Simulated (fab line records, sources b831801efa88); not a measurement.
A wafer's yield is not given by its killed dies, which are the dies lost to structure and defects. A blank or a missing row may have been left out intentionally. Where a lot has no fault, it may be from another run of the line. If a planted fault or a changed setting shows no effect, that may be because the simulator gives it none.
Chamber matching ; flow gf180mcu ; GF_CONTACT_CMP_04 on cmp-02 has 4 sister chambers
The step polishes SiO2. 8 wafers are shown with their chamber, then 7 later ones without.

== WAFERS WITH THEIR CHAMBER ==
wafer;chamber;motor_current_A (A);time_to_endpoint_s (s)
L605.3;3;12.6;105
L606.2;3;12.8;106
L606.5;0;10.6;111
L609.2;2;12.9;117
L609.4;1;14.1;122
L609.5;1;14.3;118
L610.3;0;11.2;119
L610.4;2;13.1;119

== WAFERS WITHOUT THEIR CHAMBER ==
wafer;motor_current_A (A);time_to_endpoint_s (s)
L610.5;14.7;123
L615.1;12.8;107
L615.2;10.5;115
L615.4;14.7;120
L619.1;11.0;109
L619.4;14.5;125
L619.5;12.6;118

== WHICH CHAMBER EACH WENT THROUGH ==
wafer;from the rows above;in truth
L610.5;1;1
L615.1;3;3
L615.2;0;0
L615.4;1;1
L619.1;0;0
L619.4;1;1
L619.5;2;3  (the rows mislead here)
6 of 7 placed correctly. Not placeable from these rows: 0. Placed wrongly: 1.
How it was worked out, from the rows above alone: a wafer's distance from a chamber is the root of the sum, over the readings, of the square of ((its reading less the chamber's mean) divided by the reading's scatter). The wafer belongs to the nearest chamber; if the next one is less than 2 further off, it can't be placed. A chamber's mean is the mean of its shown wafers. The scatter is the square root of a quotient: the sum, over the shown wafers, of each reading's squared deviation from its chamber's mean, divided by wafers minus chambers.
